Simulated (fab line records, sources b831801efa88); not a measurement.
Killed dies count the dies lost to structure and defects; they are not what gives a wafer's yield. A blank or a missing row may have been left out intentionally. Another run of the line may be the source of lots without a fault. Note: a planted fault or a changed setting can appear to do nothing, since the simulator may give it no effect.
Which of the tools did it?	flow sky130	12 lots, 36 wafers sampled, at 1 step of a route of 708

WHAT THE GAUGES SHOWED, per wafer
SKY_POLY_GATE_OVL_MEAS_14.
lot	measured	on	POLY_GATE_OVL (nm)
L075	day 16 22:59	overlay-02	-1 -6 -10
L077	day 18 00:01	overlay-01	-15 -10 -10
L079	day 18 13:37	overlay-01	-4 4 -5
L082	day 19 11:21	overlay-02	0 4 0
L083	day 20 02:11	overlay-01	7 1 -4
L085	day 20 14:32	overlay-01	-6 -5 -6
L087	day 21 09:49	overlay-01	-8 -7 -5
L089	day 22 04:23	overlay-01	-6 -3 1
L091	day 22 20:29	overlay-02	-18 -13 -13
L093	day 23 10:24	overlay-02	6 3 -5
L095	day 24 09:33	overlay-01	-2 -3 -2
L097	day 25 06:45	overlay-02	-7 -7 -6

WHAT TOOL EACH LOT RAN ON (gives the tool, then ch and the chambers of the sampled wafers, and finally the start)
The record holds no process step before these readings.

THE ANSWER, worked out from the rows above alone
Rule: the usual values come from the lots themselves. Put in order of their means at a reading, lots are off if they are a third of the lots or fewer, leave a main group of 4 or more, and stand apart from it by a gap of 3 or more times the standard deviation of the main group's means; of several such gaps the widest counts. A main group whose means are all the same, to the digits that the tables above print for the reading, isn't used. A lot without any number at a reading at which 4 lots or more have one is off too. All remaining lots with rows at the step are treated as sound.
Nothing can be told from this: no lot is off at any reading shown.

WHAT WAS PUT IN BY THE SIMULATOR
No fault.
